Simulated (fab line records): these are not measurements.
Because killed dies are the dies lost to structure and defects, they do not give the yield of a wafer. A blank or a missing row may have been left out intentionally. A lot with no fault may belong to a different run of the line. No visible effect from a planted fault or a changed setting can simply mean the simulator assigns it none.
Problem report in the 8D (eight disciplines) form, filled by code + flow sky130 + the parts of the form that need people (team, actions taken, sign-off) are left out

1. THE ISSUE
Wafers free of any fault read 5277 ohm/sq (standard deviation 17) for PWDE_RS at SKY_NWELL_RS_MEAS_31, against a mean of 5426 ohm/sq on 6 wafers of 2 lots. That puts it +8.7 standard deviations away from the usual mean.
The step: measures by four-point-probe.
Seen first at day 10 19:29 on film_metro-03, wafer L329.1. The record has a number at this step for 39 wafers belonging to 13 lots. Rule for "out" (also "out of limits"): further than 4 standard deviations from the usual mean. All remaining wafers that have a number are taken as sound.

2. WHAT IT IS AND WHAT IT IS NOT
| question                    | is                           | is not                                                           |
|-----------------------------|------------------------------|------------------------------------------------------------------|
| which readings at this step | PWDE_RS                      | -                                                                |
| which lots                  | L329, L330                   | L307, L308, L311, L313, L314, L316, L317, L318, L319, L321, L322 |
| which wafers of those lots  | all that have a number       | -                                                                |
| read on which gauges        | film_metro-02, film_metro-03 | film_metro-04                                                    |
| when                        | from day 10 19:29            | up to then (33 sound wafers)                                     |

3. WHAT RULES OUT EACH SUSPECT
Counting: a tool stays on the suspect list if, at a process step up to the reading, it processed all lots that are out and no sound lot following the first of them.
- the gauge at SKY_NWELL_RS_MEAS_31: ruled out. The wafers that are out were read on 2 gauges (film_metro-02, film_metro-03).
- implanter-01 at SKY_PWDE_IMPLANT_08: kept. Every lot that is out went through it, starting with L329 (day 8 22:32), and after that it ran no sound lot; the last sound lot it ran before then is L321 (day 7 02:09). On those wafers its own readings are out: dose_ions_cm2.
After counting, what remains is implanter-01 at SKY_PWDE_IMPLANT_08.

4. THE CAUSE (what the simulator had put in)
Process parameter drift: implanter-01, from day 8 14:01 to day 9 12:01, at SKY_PWDE_IMPLANT_08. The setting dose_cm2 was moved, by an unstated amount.
After counting, this tool was the only one left.

5. THE EFFECT CHAIN, in route order
Each row: a reading whose mean over the struck wafers that have a number lies more than 3 standard deviations from the usual. Only readings whose record carries a usual standard deviation are examined. hours: median over the lots of the time between each lot's start at the first step of this table that gives one and its start at this step. sigmas: the change, counted in usual standard deviations.
| hours | step                 | reading       | usual       | on struck wafers | change   | sigmas |
|-------|----------------------|---------------|-------------|------------------|----------|--------|
| 0     | SKY_PWDE_IMPLANT_08  | dose_ions_cm2 | 3.6e+12     | 3.5e+12          | -1.3e+11 | -33    |
| 46    | SKY_NWELL_RS_MEAS_31 | PWDE_RS       | 5277 ohm/sq | 5426             | +148     | +8.7   |
Process steps it contains:
- SKY_PWDE_IMPLANT_08

6. WHAT WOULD HAVE CAUGHT IT SOONER
Counted from the fault's start at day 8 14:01, it took 53 hours until the first out-of-limits reading at a measuring or inspecting step in this record, taken at day 10 19:29.
At SKY_PWDE_IMPLANT_08, the tool's own readings (dose_ions_cm2) were out on each struck wafer the step has a row for, so an alarm limit on them would have fired on the first such wafer.
All the lots that are out (2) had begun SKY_PWDE_IMPLANT_08 on implanter-01 by day 10 19:29. Tool hold at that time: it would have spared none of them.
